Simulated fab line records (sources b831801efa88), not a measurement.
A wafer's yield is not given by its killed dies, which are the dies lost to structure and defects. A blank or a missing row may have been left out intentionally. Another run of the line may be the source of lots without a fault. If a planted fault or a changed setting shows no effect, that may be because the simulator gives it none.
A single fault, viewed from 2 desks :: flow gf180mcu :: each desk holds nothing but its own numbers, with what lay behind them at the end

== TOOL OWNER'S DESK, pecvd-03 ==
The tool's own readings at GF_V5_CVD_02 (deposits SiO2 from TEOS, target thk 1450 nm, time 163.28 s): means of the sampled wafers that have a number, for each lot that ran on this tool. Marked OUT: a lot whose mean sits more than 4 standard deviations from the usual mean, which makes it out of limits; the brackets give that distance.
Columns: A = heater power w at GF_V5_CVD_02, usual 625 W
lot: L894
first seen here: day 26 10:27
A: 596

lot: L900
first seen here: day 28 05:32
A: 513

lot: L902
first seen here: day 29 01:22
A: 620

lot: L904
first seen here: day 29 09:42
A: 701

lot: L913
first seen here: day 32 00:30
A: 557

lot: L914
first seen here: day 32 06:39
A: 607
This desk's finding: nothing out of limits on any of the 6 lots.

== FROM THE METROLOGY DESK ==
Means of the sampled wafers that have a number, per lot and without regard to the tool the lot ran on: this is what the gauges read. Marked OUT: a lot whose mean sits more than 4 standard deviations from the usual mean, which makes it out of limits; the brackets give that distance.
Columns: A = V5_CVD_02_THK at GF_V5_THK_MEAS_03, usual 1459 nm
lot: L894
first seen here: day 26 10:34
A: 1468

lot: L895
first seen here: day 26 17:10
A: 1441

lot: L896
first seen here: day 27 00:08
A: 1442

lot: L897
first seen here: day 27 08:59
A: 1441

lot: L898
first seen here: day 27 17:56
A: 1460

lot: L899
first seen here: day 28 03:01
A: 1449

lot: L900
first seen here: day 28 05:38
A: 1468

lot: L902
first seen here: day 29 01:31
A: 1461

lot: L904
first seen here: day 29 09:49
A: 1495

lot: L907
first seen here: day 30 08:52
A: 1430

lot: L913
first seen here: day 32 00:35
A: 1359

lot: L914
first seen here: day 32 06:46
A: 1371
This desk's finding: nothing out of limits on any of the 12 lots.

== PUT TOGETHER ==
The tool owner's desk saw nothing out of limits.
Nothing out of limits was seen by the metrology desk.

== WHAT THE SIMULATOR PUT IN ==
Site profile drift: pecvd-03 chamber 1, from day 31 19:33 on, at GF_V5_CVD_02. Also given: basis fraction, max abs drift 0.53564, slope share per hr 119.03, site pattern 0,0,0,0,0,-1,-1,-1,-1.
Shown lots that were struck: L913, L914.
